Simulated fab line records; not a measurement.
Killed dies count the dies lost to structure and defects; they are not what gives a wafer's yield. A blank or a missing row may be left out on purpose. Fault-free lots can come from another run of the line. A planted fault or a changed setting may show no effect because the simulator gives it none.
2 desks looking at one fault -- flow gf180mcu -- what lay behind the numbers comes last; until then each desk has only its own

== TOOL OWNER'S DESK, implanter-04 ==
The tool's own readings at GF_DNWELL_IMPLANT_07: means of the sampled wafers that have a number, for each lot that ran on this tool. Marked OUT: a lot whose mean sits more than 4 standard deviations from the usual mean, which makes it out of limits; the brackets give that distance.
Columns: A = beam-on-s at GF_DNWELL_IMPLANT_07, usual 10.03 s; B = end-station-pressure-torr at GF_DNWELL_IMPLANT_07, usual 5.07e-06 Torr; C = faraday-current-uA at GF_DNWELL_IMPLANT_07, usual 56.2; D = tilt-deg at GF_DNWELL_IMPLANT_07, usual -0.002 degrees
lot,first seen here,A,B,C,D
L539,day 3 02:57,9.87,5.41e-06,57.1,0.004
L541,day 3 15:55,10.10,5.13e-06,55.7,0.007
L547,day 5 02:03,10.05,5.17e-06,56.2,-0.014
L549,day 5 06:54,9.95,5.11e-06,56.7,-0.001
L550,day 5 13:24,10.18,5.09e-06,55.4,-0.002
L551,day 5 19:50,12.11 (+9.9) OUT,1.00e-04 (+99 or more) OUT,47.0 (-7.6) OUT,-0.014
L552,day 6 01:06,12.04 (+9.6) OUT,1.02e-04 (+99 or more) OUT,47.3 (-7.4) OUT,-0.004
Finding of this desk: L551, L552 out of limits; the first was L551 at day 5 19:50, on beam-on-s at GF_DNWELL_IMPLANT_07. L539, L541, L547, L549, L550: within limits.

== THE METROLOGY DESK ==
What the gauges read, lot by lot, whatever tool the lot ran on: means of the sampled wafers that have a number. Marked OUT: a lot whose mean sits more than 4 standard deviations from the usual mean, which makes it out of limits; the brackets give that distance.
Columns: A = M3_OVL at GF_M3_OVL_MEAS_15, usual -2 nm
lot,first seen here,A
L538,day 22 01:26,-3
L539,day 22 01:47,-11
L540,day 22 13:32,2
L541,day 22 19:56,4
L545,day 23 23:20,1
L546,day 24 11:39,-6
L547,day 25 05:56,-2
L548,day 25 07:24,-6
L549,day 25 11:41,-9
L550,day 25 20:23,-4
L551,day 26 05:23,-4
L552,day 26 11:11,-1
L553,day 26 13:26,3
L555,day 27 05:23,4
This desk's verdict: no lot among the 14 shows anything out of limits.

== TAKEN TOGETHER ==
On L551, L552, at day 5 19:50, an alarm was possible from the tool owner's desk.
The metrology desk saw nothing out of limits.
The metrology desk holds a record of L551, L552, inside its limits.
Of the lots named, all ran GF_DNWELL_IMPLANT_07 on implanter-04.

== WHAT WAS PUT IN BY THE SIMULATOR ==
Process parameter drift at GF_DNWELL_IMPLANT_07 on implanter-04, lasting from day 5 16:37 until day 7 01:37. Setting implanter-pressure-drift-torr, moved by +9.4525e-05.
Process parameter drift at GF_DNWELL_IMPLANT_07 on implanter-04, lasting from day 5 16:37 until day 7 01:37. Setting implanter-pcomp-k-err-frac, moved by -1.
Struck lots among those shown: L551, L552.
Time in hours from fault onset to the first out-of-limits reading at each desk: the tool owner's desk, 3.
